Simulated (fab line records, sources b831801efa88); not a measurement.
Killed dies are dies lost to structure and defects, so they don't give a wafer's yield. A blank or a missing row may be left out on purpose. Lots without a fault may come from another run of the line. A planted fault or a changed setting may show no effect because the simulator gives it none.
fab line records | flow gf180mcu | part 2 of 2: steps 25 to 34 of 34
record lots=5 wafers=15 last_day=33
route steps=602 shown V4@485 MIM@503
lots that met no fault: from a run of the same line without faults
start_h: hours from the record's first day to the start of the lot's first wafer shown | wait_h: hours since the lot's step before | " the same as in the row above | L1.1+2: a row that stands for several wafers | - no value, or no start given | * or withheld: withheld | < > ~ a bound
route shown NAME@n: a module of which the file shows steps, and the number in the route of the first | usual: mean/standard deviation of fault-free wafers | same: alike in all rows | chamber/n: place in a boat | sites: the reading at each site | _std_site: their standard deviation | _edge_site: outer sites' mean less inner sites' | radius_mm: how far each site lies from the wafer's centre | mask NAME#n: copy n | behind: the tool/chamber that last shaped the wafer | hold: why the lot was held/for how many hours/how that ended | device: the transistor (n, p or np) that didn't switch | end of line: the same wafers' tests at the end of the route | a step without rows: its recipe alone | killed: dies lost to structure and defects at the first sort, not the wafer's yield | map: a wafer's dies, x killed, . not, _ none there
set.NAME: the setting as run; set.NAME@STEP: as run at that earlier step | model.NAME: the simulator's own value behind a step, which no gauge read
lots at some steps of the route; a table a step, a row a wafer
services: from which hour (start_h, from the record's first day; less than 0 if before it) a tool's chamber was out of use, for how many hours, and why
## steps
# step GF_MIM_THK_MEAS_06
# recipe reads=Si3N4_of_MIM_CVD_05
# usual MIM_CVD_05_THK=42.1/0.69
# columns lot.wafer tool chamber start_h wait_h MIM_CVD_05_THK[nm]
L083.2 film_metro-02 - 638.44 0.0 42.4
L083.3 " - " " 40.7
L083.6 " - " " 41.3
L088.1 film_metro-04 - 675.02 0.0 43.1
L088.3 " - " " 42.0
L088.4 " - " " 42.6
L092.2 film_metro-01 - 698.94 0.0 42.2
L092.4 " - " " 43.0
L092.5 " - " " 43.1
L093.2 film_metro-04 - 706.89 0.0 41.7
L093.3 " - " " 41.8
L093.5 " - " " 42.4
L094.2 film_metro-01 - 709.98 0.0 41.9
L094.3 " - " " 42.3
L094.6 " - " " 42.6
# step GF_MIM_SPUTTER_07
# recipe material=TiN target_thk_nm=60 power_w=6500 time_s=50 chamber_pressure_pa=0.4
# usual throttle_valve_pct=29.9/0.84
# columns lot.wafer tool chamber start_h wait_h throttle_valve_pct
L083.2 pvd_sputter-04 - 638.49 0.0 29.5
L083.3 " - " " 29.1
L083.6 " - " " 29.7
L088.1 pvd_sputter-01 - 675.08 0.1 28.9
L088.3 " - " " 30.1
L088.4 " - " " 31.0
L092.2 pvd_sputter-01 - 698.99 0.0 28.7
L092.4 " - " " 30.9
L092.5 " - " " 30.6
L093.2 pvd_sputter-03 - 706.94 0.0 30.3
L093.3 " - " " 28.8
L093.5 " - " " 30.1
L094.2 pvd_sputter-03 - 710.03 0.0 28.8
L094.3 " - " " 30.2
L094.6 " - " " 30.2
# step GF_MIM_SPUTTER_08
# recipe material=AlCu target_thk_nm=200 power_w=10600 time_s=10.6 chamber_pressure_pa=0.4
# usual throttle_valve_pct=29.9/0.83
# columns lot.wafer tool chamber start_h wait_h throttle_valve_pct
L083.2 pvd_sputter-04 - 638.53 0.0 29.4
L083.3 " - " " 29.1
L083.6 " - " " 29.7
L088.1 pvd_sputter-01 - 675.13 0.0 28.8
L088.3 " - " " 29.9
L088.4 " - " " 30.9
L092.2 pvd_sputter-01 - 699.03 0.0 29.1
L092.4 " - " " 31.0
L092.5 " - " " 30.6
L093.2 pvd_sputter-03 - 706.98 0.0 30.3
L093.3 " - " " 28.8
L093.5 " - " " 30.2
L094.2 pvd_sputter-03 - 710.07 0.0 28.8
L094.3 " - " " 30.4
L094.6 " - " " 29.9
# step GF_MIM_SPUTTER_09
# recipe material=TiN target_thk_nm=35 power_w=6500 time_s=29.2 chamber_pressure_pa=0.4
# usual throttle_valve_pct=29.9/0.82
# columns lot.wafer tool chamber start_h wait_h throttle_valve_pct
L083.2 pvd_sputter-04 - 638.55 0.0 29.4
L083.3 " - " " 29.4
L083.6 " - " " 29.2
L088.1 pvd_sputter-01 - 675.15 0.0 28.9
L088.3 " - " " 29.8
L088.4 " - " " 31.2
L092.2 pvd_sputter-01 - 699.05 0.0 28.7
L092.4 " - " " 31.0
L092.5 " - " " 30.8
L093.2 pvd_sputter-03 - 707.00 0.0 30.0
L093.3 " - " " 28.7
L093.5 " - " " 30.1
L094.2 pvd_sputter-03 - 710.10 0.0 28.9
L094.3 " - " " 30.4
L094.6 " - " " 30.2
# step GF_MIM_RS_MEAS_10
# recipe thk_meas_gauge=four-point-probe reads=TiN_of_MIM_SPUTTER_09+AlCu_of_MIM_SPUTTER_08+TiN_of_MIM_SPUTTER_07
# usual MIM_ALCU_RS=0.1588/0.0024
# columns lot.wafer tool chamber start_h wait_h MIM_ALCU_RS[ohm/sq]
L083.2 film_metro-04 - 638.61 0.0 0.1585
L083.3 " - " " 0.1576
L083.6 " - " " 0.1576
L088.1 film_metro-04 - 675.18 0.0 0.1568
L088.3 " - " " 0.1587
L088.4 " - " " 0.1576
L092.2 film_metro-04 - 699.11 0.0 0.1593
L092.4 " - " " 0.1598
L092.5 " - " " 0.1608
L093.2 film_metro-02 - 707.06 0.0 0.1580
L093.3 " - " " 0.1535
L093.5 " - " " 0.1563
L094.2 film_metro-04 - 710.15 0.0 0.1546
L094.3 " - " " 0.1597
L094.6 " - " " 0.1596
# step GF_MIM_THK_MEAS_11
# recipe thk_meas_gauge=xrf reads=AlCu_of_MIM_SPUTTER_08
# usual MIM_ALCU_THK=204/3
# columns lot.wafer tool chamber start_h wait_h MIM_ALCU_THK[nm]
L083.2 film_metro-04 - 638.72 0.1 203
L083.3 " - " " 204
L083.6 " - " " 204
L088.1 film_metro-04 - 675.30 0.1 204
L088.3 " - " " 204
L088.4 " - " " 205
L092.2 film_metro-04 - 699.22 0.1 202
L092.4 " - " " 202
L092.5 " - " " 201
L093.2 film_metro-02 - 707.17 0.1 205
L093.3 " - " " 210
L093.5 " - " " 208
L094.2 film_metro-04 - 710.26 0.1 208
L094.3 " - " " 200
L094.6 " - " " 202
# step GF_MIM_DEHYDRATE_12
# recipe temp_c=200 time_s=60
# usual chill_plate_temp_C=23.01/0.1
# columns lot.wafer tool chamber start_h wait_h chill_plate_temp_C
L083.2 litho_track-01 0 647.91 9.2 22.99
L083.3 " 0 " " 22.91
L083.6 " 0 " " 22.96
L088.1 litho_track-01 0 683.88 8.6 23.02
L088.3 " 0 " " 22.90
L088.4 " 0 " " 22.88
L092.2 litho_track-01 0 707.46 8.2 22.72
L092.4 " 0 " " 22.88
L092.5 " 0 " " 22.94
L093.2 litho_track-01 0 715.11 7.9 22.93
L093.3 " 0 " " 23.05
L093.5 " 0 " " 22.85
L094.2 litho_track-01 0 718.66 8.4 23.29
L094.3 " 0 " " 23.07
L094.6 " 0 " " 23.13
# step GF_MIM_HMDS_13
# recipe prime_time_s=60 prime_temp_c=120
# usual chill_plate_temp_C=22.98/0.1
# columns lot.wafer tool chamber start_h wait_h chill_plate_temp_C
L083.2 litho_track-01 0 648.06 0.1 23.06
L083.3 " 0 " " 22.95
L083.6 " 0 " " 22.98
L088.1 litho_track-01 0 684.03 0.1 22.78
L088.3 " 0 " " 22.95
L088.4 " 0 " " 22.81
L092.2 litho_track-01 0 707.61 0.1 22.92
L092.4 " 0 " " 22.92
L092.5 " 0 " " 23.11
L093.2 litho_track-01 0 715.26 0.1 22.89
L093.3 " 0 " " 22.86
L093.5 " 0 " " 22.92
L094.2 litho_track-01 0 718.81 0.1 22.86
L094.3 " 0 " " 23.03
L094.6 " 0 " " 22.97
# step GF_MIM_COAT_14
# recipe resist=NOVOLAK spin_rpm=3000 resist_thk_nm=1000
# usual chill_plate_temp_C=23.02/0.11 spin_speed_rpm=2999.9/2.5
# columns lot.wafer tool chamber start_h wait_h chill_plate_temp_C spin_speed_rpm
L083.2 litho_track-01 0 648.21 0.1 23.21 2997.4
L083.3 " 0 " " 23.19 3002.8
L083.6 " 0 " " 23.01 3001.2
L088.1 litho_track-01 0 684.18 0.1 23.13 2997.6
L088.3 " 0 " " 23.00 2997.4
L088.4 " 0 " " 23.22 2996.8
L092.2 litho_track-01 0 707.76 0.1 23.14 3003.6
L092.4 " 0 " " 22.99 3000.8
L092.5 " 0 " " 22.94 3000.9
L093.2 litho_track-01 0 715.41 0.1 22.97 3001.8
L093.3 " 0 " " 23.08 2997.5
L093.5 " 0 " " 22.99 2998.3
L094.2 litho_track-01 0 718.96 0.1 22.71 2998.1
L094.3 " 0 " " 22.91 2998.8
L094.6 " 0 " " 22.94 3000.8
# step GF_MIM_SOFTBAKE_15
# recipe temp_c=90 time_s=60 resist=NOVOLAK
# usual chill_plate_temp_C=23.00/0.11
# columns lot.wafer tool chamber start_h wait_h chill_plate_temp_C
L083.2 litho_track-01 0 648.36 0.1 22.97
L083.3 " 0 " " 22.96
L083.6 " 0 " " 23.00
L088.1 litho_track-01 0 684.33 0.1 22.97
L088.3 " 0 " " 22.99
L088.4 " 0 " " 22.88
L092.2 litho_track-01 0 707.91 0.1 22.99
L092.4 " 0 " " 23.06
L092.5 " 0 " " 22.97
L093.2 litho_track-01 0 715.56 0.1 23.16
L093.3 " 0 " " 22.96
L093.5 " 0 " " 22.86
L094.2 litho_track-01 0 719.11 0.1 22.88
L094.3 " 0 " " 22.90
L094.6 " 0 " " 22.91
## services
# columns tool chamber start_h hours kind
cmp-01 - 602.92 3.2 repair
pecvd-03 0 604.65 4.2 repair
cmp-01 - 609.73 6.4 pm
krf_scanner-02 - 624.24 3.6 pm
cmp-01 - 626.43 0.9 repair
pvd_sputter-01 - 626.63 1.2 repair
krf_scanner-02 - 627.80 1.0 pm
rie_diel-02 2 628.04 3.9 repair
pecvd-03 - 635.84 1.4 repair
pecvd-02 - 638.62 1.1 repair
rie_diel-04 1 647.82 1.6 repair
rie_diel-02 2 649.86 2.8 repair
krf_scanner-02 - 653.42 0.8 pm
cmp-02 - 661.53 0.6 repair
cmp-02 - 662.32 2.4 repair
rie_diel-04 2 670.95 12.2 repair
cmp-01 - 671.82 0.4 repair
rie_diel-04 0 672.68 9.5 repair
pecvd-03 - 674.55 5.5 pm
pvd_sputter-02 - 674.72 2.7 repair
rie_diel-01 - 676.21 0.8 repair
wet_bench-04 - 679.78 0.7 repair
rie_diel-02 3 681.13 6.7 repair
rie_diel-02 1 693.76 3.4 repair
